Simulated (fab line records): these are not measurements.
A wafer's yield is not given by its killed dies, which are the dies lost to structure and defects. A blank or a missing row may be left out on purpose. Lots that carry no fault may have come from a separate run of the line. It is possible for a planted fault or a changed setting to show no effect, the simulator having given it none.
Chamber matching ; flow gf180mcu ; GF_STI_ETCH_14 on rie si-01: 4 sister chambers
The step etches Si in HBr/Cl2/O2, target depth 360 nm, time 102.9 s. 4 wafers are shown with their chamber, then 12 later ones without.

== EACH WAFER AND ITS CHAMBER ==
wafer;chamber;drypump motor current A (A)
L088.6;0;5.2
L089.3;2;6.0
L089.4;3;5.7
L089.5;1;5.7

== WAFERS WITH NO CHAMBER GIVEN ==
wafer;drypump motor current A (A)
L090.1;5.7
L090.3;6.1
L090.6;5.1
L091.1;5.8
L091.2;6.1
L091.5;5.2
L096.2;6.0
L096.3;5.7
L096.6;5.7
L097.2;6.0
L097.5;5.7
L097.6;5.2

== WHICH CHAMBER EACH WENT THROUGH ==
wafer;from the rows above;in truth
L090.1;can't be placed: 1 or 3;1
L090.3;2;2
L090.6;0;0
L091.1;can't be placed: 1 or 3 or 2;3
L091.2;2;2
L091.5;0;0
L096.2;2;2
L096.3;can't be placed: 1 or 3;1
L096.6;can't be placed: 1 or 3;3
L097.2;2;2
L097.5;can't be placed: 1 or 3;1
L097.6;0;0
Correct placement for 7 of the 12. Not placeable from these rows: 5 (in 5, the candidates include the true chamber). 0 placed wrongly.
How it was worked out, from the rows above alone: a wafer's distance from a chamber is the root of the sum, over the readings, of the square of ((its reading less the chamber's mean) divided by the reading's scatter). The wafer belongs to the nearest chamber; if the next one is less than 2 further off, it can't be placed. Each chamber's mean is taken over the wafers shown for it. The scatter (one wafer shown for each chamber): square how far every hidden wafer sits from the nearest shown wafer, average those squares and take the square root.
